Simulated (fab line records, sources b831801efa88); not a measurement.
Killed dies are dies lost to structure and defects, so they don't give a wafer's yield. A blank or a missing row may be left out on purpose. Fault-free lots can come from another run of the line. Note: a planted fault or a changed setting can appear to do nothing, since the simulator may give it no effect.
The tool behind it: which one? ; flow gf180mcu ; 33 wafers from 11 lots sampled at 5 of the route's 602 steps

WHAT THE GAUGES READ, wafer by wafer
GF_V5_BOW_MEAS_05.
lot;measured;on;V5_BOW (um)
L753;day 26 22:41;filmMetro-02;135 131 119
L755;day 27 12:50;filmMetro-02;142 141 132
L762;day 29 23:10;filmMetro-03;106 98 94
L763;day 30 04:15;filmMetro-02;101 106 115
L768;day 31 08:15;filmMetro-03;124 135 128
L769;day 31 17:05;filmMetro-01;118 124 111
L770;day 31 22:32;filmMetro-01;125 135 123
L771;day 32 01:00;filmMetro-03;127 137 124
L772;day 32 09:13;filmMetro-02;132 144 137
L773;day 32 15:41;filmMetro-01;145 143 134
L774;day 33 01:03;filmMetro-02;154 137 134

TOOL THAT RAN EACH LOT (tool first, then ch and the chambers of the sampled wafers, then the start)
lot;GF_MIM_SPUTTER_00;GF_MIM_SPUTTER_03;GF_M5_METAL_ETCH_10;GF_V5_CVD_02
L753;pvdSputter-04, day 25 02:42;pvdSputter-04, day 25 02:52;rieMetal-02 ch 0,1, day 26 21:28;pecvd-01 ch 1,2, day 26 22:13
L755;pvdSputter-03, day 25 18:12;pvdSputter-03, day 25 18:22;rieMetal-03 ch 0,1, day 27 11:37;pecvd-01 ch 0,2, day 27 12:23
L762;pvdSputter-03, day 28 06:17;pvdSputter-03, day 28 06:26;rieMetal-03 ch 0,1, day 29 21:55;pecvd-03 ch 0,2, day 29 22:40
L763;pvdSputter-04, day 28 13:01;pvdSputter-04, day 28 13:10;rieMetal-02 ch 0, day 30 03:01;pecvd-01 ch 0,1, day 30 03:47
L768;pvdSputter-03, day 29 17:38;pvdSputter-03, day 29 17:48;rieMetal-03 ch 1, day 31 06:44;pecvd-04 ch 0,1,2, day 31 07:38
L769;pvdSputter-03, day 30 03:50;pvdSputter-03, day 30 04:00;rieMetal-04 ch 0,1, day 31 15:51;pecvd-03 ch 0,1, day 31 16:34
L770;pvdSputter-03, day 30 08:41;pvdSputter-03, day 30 08:51;rieMetal-02 ch 0,1, day 31 21:16;pecvd-01 ch 1,2, day 31 22:02
L771;pvdSputter-02, day 30 12:14;pvdSputter-02, day 30 12:23;rieMetal-02 ch 0,1, day 31 23:46;pecvd-04 ch 1,2, day 32 00:32
L772;pvdSputter-03, day 30 20:50;pvdSputter-03, day 30 21:00;rieMetal-02 ch 0,1, day 32 07:57;pecvd-03 ch 0,1,2, day 32 08:43
L773;pvdSputter-04, day 31 03:16;pvdSputter-04, day 31 03:26;rieMetal-02 ch 0,1, day 32 14:25;pecvd-01 ch 0,1, day 32 15:11
L774;pvdSputter-02, day 31 13:40;pvdSputter-02, day 31 13:50;rieMetal-02 ch 0,1, day 32 23:49;pecvd-03 ch 0,1, day 33 00:35
- GF_MIM_SPUTTER_00: material Ti, target thk 37.5 nm, time 150 s.
- GF_MIM_SPUTTER_03: material Ti, target thk 10 nm, time 6.7 s.
- GF_M5_METAL_ETCH_10: etches the open film in Cl2/BCl3, stops on SiO2, target depth 750.8 nm, time 125.1 s.
- GF_V5_CVD_02: deposits SiO2 from TEOS, target thk 1450 nm, time 163.28 s.

THE ANSWER, worked out from the rows above alone
Rule: usual is defined by the lots themselves. The widest of any qualifying gaps counts: lots, ordered by their means at a reading, are off when they make up no more than a third of the lots, leave a main group of 4 or more, and stand apart from it by 3 or more times the standard deviation of that group's means. A main group whose means are all the same, to the digits that the tables above print for the reading, isn't used. Also off: a lot with no number at a reading for which 4 or more lots have one. The other lots that the step has rows for count as sound.
No lot is off at any reading shown: from this, nothing can be told.

WHAT WAS PUT IN BY THE SIMULATOR
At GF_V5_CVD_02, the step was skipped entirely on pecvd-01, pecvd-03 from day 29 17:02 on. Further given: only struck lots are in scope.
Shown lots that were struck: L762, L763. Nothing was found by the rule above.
